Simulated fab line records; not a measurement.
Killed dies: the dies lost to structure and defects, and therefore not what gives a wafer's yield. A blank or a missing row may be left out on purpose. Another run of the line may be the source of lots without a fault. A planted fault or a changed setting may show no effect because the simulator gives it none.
fab line records -- flow sky130
record: lots: 14, wafers: 42, last_day: 50
route steps=708 shown FIELD_ISO@3 PWDE@51 VT_ADJUST_HVTP@95 VT_ADJUST_LVTN@115
lots that met no fault: taken from a fault-free run of the same line
start_h: start of the lot's first displayed wafer, in hours after the record's first day -- wait_h: time in hours since the lot's previous step -- " same as the row above -- L1.1+2: one row covering several wafers at once -- - value missing, or start not given -- * or withheld: withheld -- < > ~ a bound
route shown NAME@n: a module of which the file shows steps, and the number in the route of the first -- usual: mean/standard deviation taken from wafers without a fault -- same: alike in all rows -- chamber/n: place in a boat -- sites: per-site readings -- _std_site: standard deviation of those values -- _edge_site: outer sites' mean less inner sites' -- radius_mm: how far each site lies from the wafer's centre -- mask NAME#n: copy n -- behind: the most recent tool/chamber to have shaped the wafer -- hold: cause of the lot's hold/its duration in hours/its outcome -- device: whichever transistor did not switch (one of n, p or np) -- end of line: tests of these same wafers at the route's end -- a step without rows: its recipe alone -- killed: the dies lost at the first sort to structure and to defects; this is not the yield of the wafer -- map: a wafer's dies, x killed, . not, _ none there
set.NAME: the run value of the setting; set.NAME@STEP: its run value at that earlier step -- model.NAME: the simulator's own value behind a step, which no gauge read
steps of the route over a sample of lots; a table a step, a row a wafer
services: the hour from which a tool's chamber was out of use, counted from the record's first day as start_h (under 0 if before that day), plus the number of hours and why
== steps ==
step: SKY_FIELD_ISO_THK_MEAS_02
recipe: reads: SiO2_of_FIELD_ISO_OXIDATION_01
usual: FIELD_ISO_OXIDATION_00_THK: 11.95/0.2
lot.wafer,tool,chamber,start_h,wait_h,FIELD_ISO_OXIDATION_00_THK[nm]
L253.1,film_metro-01,-,11.63,0.0,12.50
L253.4,film_metro-01,-,11.63,0.0,12.13
L253.5,film_metro-01,-,11.63,0.0,12.26
L255.1,film_metro-01,-,23.47,0.0,12.03
L255.2,film_metro-01,-,23.47,0.0,12.30
L255.6,film_metro-01,-,23.47,0.0,12.17
L256.4,film_metro-03,-,26.66,0.0,11.88
L256.5,film_metro-03,-,26.66,0.0,12.11
L256.6,film_metro-03,-,26.66,0.0,12.03
L259.1,film_metro-04,-,41.63,0.0,11.87
L259.4,film_metro-04,-,41.63,0.0,11.82
L259.6,film_metro-04,-,41.63,0.0,11.71
L260.2,film_metro-03,-,46.65,0.0,11.74
L260.5,film_metro-03,-,46.65,0.0,11.99
L260.6,film_metro-03,-,46.65,0.0,11.80
L261.1,film_metro-03,-,51.63,0.0,11.83
L261.3,film_metro-03,-,51.63,0.0,11.74
L261.5,film_metro-03,-,51.63,0.0,11.74
L262.2,film_metro-04,-,56.64,0.0,12.26
L262.3,film_metro-04,-,56.64,0.0,12.28
L262.5,film_metro-04,-,56.64,0.0,12.19
L264.1,film_metro-01,-,66.97,0.0,11.73
L264.4,film_metro-01,-,66.97,0.0,12.07
L264.5,film_metro-01,-,66.97,0.0,11.99
L266.2,film_metro-04,-,77.91,0.0,12.07
L266.3,film_metro-04,-,77.91,0.0,12.05
L266.6,film_metro-04,-,77.91,0.0,11.99
L267.2,film_metro-01,-,82.23,0.0,11.74
L267.3,film_metro-01,-,82.23,0.0,11.92
L267.4,film_metro-01,-,82.23,0.0,11.54
L268.2,film_metro-01,-,87.12,0.0,12.34
L268.3,film_metro-01,-,87.12,0.0,12.03
L268.4,film_metro-01,-,87.12,0.0,12.09
L269.4,film_metro-04,-,91.66,0.0,11.97
L269.5,film_metro-04,-,91.66,0.0,11.84
L269.6,film_metro-04,-,91.66,0.0,11.99
L273.1,film_metro-03,-,113.41,0.0,11.82
L273.3,film_metro-03,-,113.41,0.0,11.85
L273.5,film_metro-03,-,113.41,0.0,12.09
L276.2,film_metro-04,-,126.64,0.0,11.73
L276.4,film_metro-04,-,126.64,0.0,11.52
L276.5,film_metro-04,-,126.64,0.0,11.70
step: SKY_PWDE_DEVELOP_06
recipe: wall_angle_deg: 90, developer: TMAH, develop_time_s: 60, dev_temp_c: 23
lot.wafer,tool,chamber,start_h,wait_h
L253.1+4+5,litho_track-03,0,67,-
L255.1+2+6,litho_track-04,0,80,-
L256.4+5+6,litho_track-02,0,86,-
L259.1+4+6,litho_track-02,0,102,-
L260.2+5+6,litho_track-04,0,109,-
L261.1+3+5,litho_track-02,0,113,-
L262.2+3+5,litho_track-04,0,118,-
L264.1+4+5,litho_track-04,0,129,-
L266.2+3+6,litho_track-03,0,143,-
L267.2+3+4,litho_track-03,0,147,-
L268.2+3+4,litho_track-02,0,154,-
L269.4+5+6,litho_track-03,0,160,-
L273.1+3+5,litho_track-03,0,180,-
L276.2+4+5,litho_track-02,0,201,-
step: SKY_PWDE_OVL_MEAS_07
usual: PWDE_OVL: 0.6/1.3
lot.wafer,tool,chamber,start_h,wait_h,PWDE_OVL[nm]
L253.1,overlay-01,-,67.59,-,3.2
L253.4,overlay-01,-,67.59,-,1.9
L253.5,overlay-01,-,67.59,-,1.7
L255.1,overlay-01,-,80.16,-,2.2
L255.2,overlay-01,-,80.16,-,1.8
L255.6,overlay-01,-,80.16,-,0.6
L256.4,overlay-01,-,86.69,-,0.8
L256.5,overlay-01,-,86.69,-,0.2
L256.6,overlay-01,-,86.69,-,-0.6
L259.1,overlay-02,-,103.12,-,-0.7
L259.4,overlay-02,-,103.12,-,-2.5
L259.6,overlay-02,-,103.12,-,-0.3
L260.2,overlay-01,-,109.76,-,1.8
L260.5,overlay-01,-,109.76,-,0.8
L260.6,overlay-01,-,109.76,-,-0.4
L261.1,overlay-01,-,113.52,-,-0.6
L261.3,overlay-01,-,113.52,-,-1.1
L261.5,overlay-01,-,113.52,-,1.2
L262.2,overlay-01,-,118.96,-,1.0
L262.3,overlay-01,-,118.96,-,1.1
L262.5,overlay-01,-,118.96,-,2.3
L264.1,overlay-01,-,129.21,-,-0.6
L264.4,overlay-01,-,129.21,-,-0.9
L264.5,overlay-01,-,129.21,-,-0.6
L266.2,overlay-02,-,143.89,-,1.9
L266.3,overlay-02,-,143.89,-,0.7
L266.6,overlay-02,-,143.89,-,-1.9
L267.2,overlay-02,-,147.69,-,2.7
L267.3,overlay-02,-,147.69,-,-0.1
L267.4,overlay-02,-,147.69,-,2.0
L268.2,overlay-02,-,155.13,-,-1.4
L268.3,overlay-02,-,155.13,-,0.3
L268.4,overlay-02,-,155.13,-,-1.5
L269.4,overlay-01,-,160.65,-,-
L269.5,overlay-01,-,160.65,-,-
L269.6,overlay-01,-,160.65,-,-
L273.1,overlay-02,-,180.23,-,-
L273.3,overlay-02,-,180.23,-,-
L273.5,overlay-02,-,180.23,-,-
L276.2,overlay-01,-,201.33,-,2.0
L276.4,overlay-01,-,201.33,-,4.3
L276.5,overlay-01,-,201.33,-,2.6
step: SKY_PWDE_TW_MEAS_10
usual: PWDE_TW: 371.6/2.7
lot.wafer,tool,chamber,start_h,wait_h,PWDE_TW
L253.1,film_metro-02,-,67.90,0.1,371.6
L253.4,film_metro-02,-,67.90,0.1,369.1
L253.5,film_metro-02,-,67.90,0.1,369.5
L255.1,film_metro-02,-,80.44,0.1,372.0
L255.2,film_metro-02,-,80.44,0.1,368.9
L255.6,film_metro-02,-,80.44,0.1,371.4
L256.4,film_metro-04,-,86.99,0.1,368.0
L256.5,film_metro-04,-,86.99,0.1,369.9
L256.6,film_metro-04,-,86.99,0.1,370.1
L259.1,film_metro-02,-,103.41,0.1,369.2
L259.4,film_metro-02,-,103.41,0.1,368.7
L259.6,film_metro-02,-,103.41,0.1,369.4
L260.2,film_metro-02,-,110.05,0.1,370.4
L260.5,film_metro-02,-,110.05,0.1,369.5
L260.6,film_metro-02,-,110.05,0.1,371.8
L261.1,film_metro-03,-,113.81,0.1,375.1
L261.3,film_metro-03,-,113.81,0.1,373.3
L261.5,film_metro-03,-,113.81,0.1,374.1
L262.2,film_metro-03,-,119.25,0.1,375.6
L262.3,film_metro-03,-,119.25,0.1,373.6
L262.5,film_metro-03,-,119.25,0.1,373.4
L264.1,film_metro-02,-,129.49,0.1,370.4
L264.4,film_metro-02,-,129.49,0.1,368.4
L264.5,film_metro-02,-,129.49,0.1,369.4
L266.2,film_metro-02,-,144.18,0.1,370.2
L266.3,film_metro-02,-,144.18,0.1,371.4
L266.6,film_metro-02,-,144.18,0.1,370.1
L267.2,film_metro-03,-,147.98,0.1,375.0
L267.3,film_metro-03,-,147.98,0.1,373.7
L267.4,film_metro-03,-,147.98,0.1,373.6
L268.2,film_metro-02,-,155.42,0.1,369.4
L268.3,film_metro-02,-,155.42,0.1,372.0
L268.4,film_metro-02,-,155.42,0.1,371.5
L269.4,film_metro-03,-,160.95,0.1,30.2
L269.5,film_metro-03,-,160.95,0.1,30.2
L269.6,film_metro-03,-,160.95,0.1,29.8
L273.1,film_metro-04,-,180.52,0.1,29.5
L273.3,film_metro-04,-,180.52,0.1,29.6
L273.5,film_metro-04,-,180.52,0.1,29.5
L276.2,film_metro-04,-,201.62,0.1,369.9
L276.4,film_metro-04,-,201.62,0.1,371.1
L276.5,film_metro-04,-,201.62,0.1,368.9
step: SKY_VT_ADJUST_HVTP_STRIP_10
recipe: chemistry: O2/N2, power_w: 1400, pressure_mtorr: 1500, platen_temp_c: withheld, o2_flow_sccm: 3000, n2_flow_sccm: 300, overash_fraction: 0.5
usual: drypump_motor_current_A: 5.52/0.19, oes_product_au: 0.716/0.0044, strip_time_to_endpoint_s: 14.17/0.036
lot.wafer,tool,chamber,start_h,wait_h,drypump_motor_current_A,oes_product_au,rf_hours_counter_h,strip_time_to_endpoint_s
L253.1,plasma_asher-03,1,121.31,0.1,5.75,0.711,41,14.20
L253.4,plasma_asher-03,0,121.31,0.1,5.57,0.717,-,14.23
L253.5,plasma_asher-03,1,121.31,0.1,5.77,0.713,-,14.18
L255.1,plasma_asher-04,0,135.63,0.1,5.56,0.722,2,14.18
L255.2,plasma_asher-04,1,135.63,0.1,5.20,0.719,2,14.17
L255.6,plasma_asher-04,1,135.63,0.1,5.20,0.712,-,14.16
L256.4,plasma_asher-02,1,142.66,0.1,5.67,0.719,-,14.16
L256.5,plasma_asher-02,0,142.66,0.1,5.29,0.715,-,14.17
L256.6,plasma_asher-02,1,142.66,0.1,5.70,0.708,-,14.13
L259.1,plasma_asher-02,1,160.71,0.1,5.69,0.718,49,14.14
L259.4,plasma_asher-02,0,160.71,0.1,5.34,0.710,-,14.21
L259.6,plasma_asher-02,1,160.71,0.1,5.69,0.715,-,14.18
L260.2,plasma_asher-02,0,167.93,0.1,5.35,0.714,50,14.13
L260.5,plasma_asher-02,0,167.93,0.1,5.37,0.716,-,14.15
L260.6,plasma_asher-02,1,167.93,0.1,5.70,0.719,-,14.21
L261.1,plasma_asher-04,1,171.48,0.1,5.22,0.713,6,14.17
L261.3,plasma_asher-04,0,171.48,0.1,5.61,0.720,-,14.14
L261.5,plasma_asher-04,0,171.48,0.1,5.57,0.715,-,14.22
L262.2,plasma_asher-02,0,177.73,0.1,5.33,0.712,51,14.13
L262.3,plasma_asher-02,0,177.73,0.1,5.34,0.716,-,14.16
L262.5,plasma_asher-02,0,177.73,0.1,5.34,0.716,-,14.12
L264.1,plasma_asher-04,1,191.21,0.1,5.18,0.712,8,14.16
L264.4,plasma_asher-04,1,191.21,0.1,5.21,0.717,-,14.17
L264.5,plasma_asher-04,0,191.21,0.1,5.54,0.709,-,14.19
L266.2,plasma_asher-04,0,205.73,0.1,5.56,0.719,9,14.15
L266.3,plasma_asher-04,1,205.73,0.1,5.19,0.711,-,14.12
L266.6,plasma_asher-04,1,205.73,0.1,5.20,0.717,-,14.17
L267.2,plasma_asher-04,1,210.26,0.1,5.19,0.717,10,14.20
L267.3,plasma_asher-04,1,210.26,0.1,5.19,0.718,-,14.17
L267.4,plasma_asher-04,0,210.26,0.1,5.57,0.711,-,14.18
L268.2,plasma_asher-02,1,218.98,0.1,5.69,0.719,55,14.19
L268.3,plasma_asher-02,0,218.98,0.1,5.36,0.718,-,14.25
L268.4,plasma_asher-02,1,218.98,0.1,5.69,0.714,-,14.25
L269.4,plasma_asher-04,1,226.41,0.1,5.19,0.720,-,14.17
L269.5,plasma_asher-04,0,226.41,0.1,5.59,0.721,-,14.24
L269.6,plasma_asher-04,1,226.41,0.1,5.19,0.719,-,14.19
L273.1,plasma_asher-03,0,249.33,0.1,5.57,0.723,54,14.18
L273.3,plasma_asher-03,1,249.33,0.1,5.73,0.719,-,14.16
L273.5,plasma_asher-03,0,249.33,0.1,5.58,0.715,-,14.17
L276.2,plasma_asher-03,0,273.91,0.1,5.57,0.716,57,14.15
L276.4,plasma_asher-03,1,273.91,0.1,5.77,0.718,-,14.19
L276.5,plasma_asher-03,0,273.91,0.1,5.57,0.715,-,14.20
step: SKY_VT_ADJUST_LVTN_OVL_MEAS_18
usual: VT_ADJUST_LVTN_01_OVL: -0.2/1.4
lot.wafer,tool,chamber,start_h,wait_h,VT_ADJUST_LVTN_01_OVL[nm]
L253.1,overlay-02,-,159.97,0.1,-0.1
L253.4,overlay-02,-,159.97,0.1,-0.4
L253.5,overlay-02,-,159.97,0.1,-0.7
L255.1,overlay-01,-,174.57,0.1,-0.3
L255.2,overlay-01,-,174.57,0.1,0.9
L255.6,overlay-01,-,174.57,0.1,-1.0
L256.4,overlay-01,-,182.00,0.1,-0.3
L256.5,overlay-01,-,182.00,0.1,-0.3
L256.6,overlay-01,-,182.00,0.1,-0.1
L259.1,overlay-02,-,203.53,0.1,0.8
L259.4,overlay-02,-,203.53,0.1,-1.3
L259.6,overlay-02,-,203.53,0.1,-1.8
L260.2,overlay-01,-,209.99,0.1,2.5
L260.5,overlay-01,-,209.99,0.1,1.8
L260.6,overlay-01,-,209.99,0.1,2.5
L261.1,overlay-02,-,214.62,0.1,1.1
L261.3,overlay-02,-,214.62,0.1,-0.1
L261.5,overlay-02,-,214.62,0.1,1.5
L262.2,overlay-02,-,219.78,0.1,-0.3
L262.3,overlay-02,-,219.78,0.1,0.7
L262.5,overlay-02,-,219.78,0.1,0.8
L264.1,overlay-01,-,235.37,0.1,-2.0
L264.4,overlay-01,-,235.37,0.1,-1.6
L264.5,overlay-01,-,235.37,0.1,-1.5
L266.2,overlay-02,-,251.54,0.1,-0.4
L266.3,overlay-02,-,251.54,0.1,-1.7
L266.6,overlay-02,-,251.54,0.1,0.7
L267.2,overlay-01,-,256.38,0.1,1.4
L267.3,overlay-01,-,256.38,0.1,1.0
L267.4,overlay-01,-,256.38,0.1,0.7
L268.2,overlay-01,-,267.28,0.1,1.7
L268.3,overlay-01,-,267.28,0.1,-0.1
L268.4,overlay-01,-,267.28,0.1,0.2
L269.4,overlay-02,-,273.95,0.1,-0.1
L269.5,overlay-02,-,273.95,0.1,-0.8
L269.6,overlay-02,-,273.95,0.1,-3.0
L273.1,overlay-02,-,299.72,0.1,-0.2
L273.3,overlay-02,-,299.72,0.1,0.0
L273.5,overlay-02,-,299.72,0.1,-0.6
L276.2,overlay-02,-,326.03,0.1,-2.8
L276.4,overlay-02,-,326.03,0.1,-1.2
L276.5,overlay-02,-,326.03,0.1,-2.6
== services ==
tool,chamber,start_h,hours,kind
plasma_asher-03,-,61.52,14.6,pm
plasma_asher-03,-,106.84,2.8,pm
plasma_asher-04,-,108.75,9.0,pm
plasma_asher-04,0,108.75,9.0,vent_cycle
plasma_asher-04,1,108.75,9.0,vent_cycle
plasma_asher-03,-,111.70,3.8,repair
plasma_asher-04,0,117.75,-,clean
plasma_asher-04,1,117.75,-,clean
plasma_asher-02,-,179.01,2.8,pm
plasma_asher-02,-,231.53,0.8,repair
plasma_asher-04,-,264.16,5.2,repair
== key ==
first_sign: step: SKY_PWDE_OVL_MEAS_07, reading: PWDE_OVL, direction: missing
effect: step: SKY_PWDE_TW_MEAS_10, reading: PWDE_TW, direction: down, sigmas: 99+, usual: 371.6, struck: 29.8
met_at SKY_PWDE_DEVELOP_06
struck_lots L269,L273
sort_left_out L269.4,L269.5,L269.6,L273.1,L273.3,L273.5
tester_left_out L269,L273
not_acting_at SKY_FIELD_ISO_THK_MEAS_02,SKY_VT_ADJUST_HVTP_STRIP_10,SKY_VT_ADJUST_LVTN_OVL_MEAS_18
onset_between 147 160
fault: kind: process_parameter_drift, tool: litho_track-03, chamber: -, onset_h: 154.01, steps: SKY_PWDE_DEVELOP_06, channel: develop_time_s, offset: *, shape: step, end_h: 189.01, acts_in: *, stated: *
tester_left_out: of these lots the tester's yield and bins aren't shown, on N5 and GAA mostly nor the transistor test; their killed dies are dies lost to structure and defects alone, not to doping, threshold or leakage, so they don't give the yield
sort_left_out: the simulated sort isn't trusted on such a fault, so these wafers' sort isn't shown, and their yield isn't known
